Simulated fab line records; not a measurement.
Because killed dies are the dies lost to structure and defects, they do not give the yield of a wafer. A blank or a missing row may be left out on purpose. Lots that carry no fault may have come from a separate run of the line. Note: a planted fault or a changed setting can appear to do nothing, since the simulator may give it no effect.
Problem report in the 8D (eight disciplines) form, filled by code / flow sky130 / the parts of the form that need people (team, actions taken, sign-off) are left out

== 1. WHAT WENT WRONG ==
Mean of developer temp C at SKY_SONOS_TUNNEL_DEVELOP_06: 22.08 C across 6 wafers in 2 lots; on wafers with no fault it is 22.99 C (standard deviation 0.1). That is -9.1 standard deviations from the usual mean.
The step: develop time 60 s.
Earliest sighting: wafer L681.2 on litho track-02 at day 14 02:38. At this step, 39 wafers from 13 lots have a number in the record. Rule for "out" (also "out of limits"): further than 4 standard deviations from the usual mean. Any other wafer with a number is counted as sound.

== 2. WHAT IT IS, WHAT IT ISN'T ==
question=which readings at this step | is=developer temp C | is not=-
question=which lots | is=L681, L683 | is not=L673, L674, L677, L685, L686, L690, L692, L693, L694, L695, L696
question=which wafers of those lots | is=all that have a number | is not=-
question=read on which tools | is=litho track-02 | is not=litho track-01, litho track-03
question=when | is=from day 14 02:38 | is not=up to then (9 sound wafers); but 24 sound wafers of L685, L686, L690, L692, L693, L694, L695, L696 came after

== 3. WHAT RULES OUT EACH SUSPECT ==
Counting: a tool at a process step up to the reading stays a suspect if it ran every lot that is out and no sound lot after the first of them.
- litho track-02 at SKY_SONOS_TUNNEL_DEVELOP_06 (develop time 60 s): ruled out as a lasting fault. Sound lots L692, L694 ran on it after its first lot that is out, L681 (day 14 02:38).
Left after counting: nothing in the record.

== 4. THE CAUSE (what the simulator had put in) ==
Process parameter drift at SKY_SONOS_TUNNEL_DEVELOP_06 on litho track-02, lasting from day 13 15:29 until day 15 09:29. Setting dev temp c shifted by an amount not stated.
Counting ruled it out, wrongly.

== 5. THE EFFECT CHAIN, in route order ==
Rows list readings where the struck wafers' mean (over those with a number) sits beyond 3 standard deviations from the usual. Only readings whose record carries a usual standard deviation are examined. hours: median over the lots of the time between each lot's start at the first step of this table that gives one and its start at this step. sigmas: the change, counted in usual standard deviations.
hours=0; step=SKY_SONOS_TUNNEL_DEVELOP_06; reading=developer temp C; usual=22.99 C; on struck wafers=22.08; change=-0.91; sigmas=-9.1
The process steps in it:
- SKY_SONOS_TUNNEL_DEVELOP_06: develop time 60 s.
Later measuring or inspecting steps at which every struck wafer that the step has a row for has a number for every such reading, and none has moved that far: SKY_SONOS_ONO_OVL_MEAS_14.

== 6. WHAT WOULD HAVE CAUGHT IT SOONER ==
In this record the first reading out of limits was taken at day 14 02:38, 11 hours after the fault began at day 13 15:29.
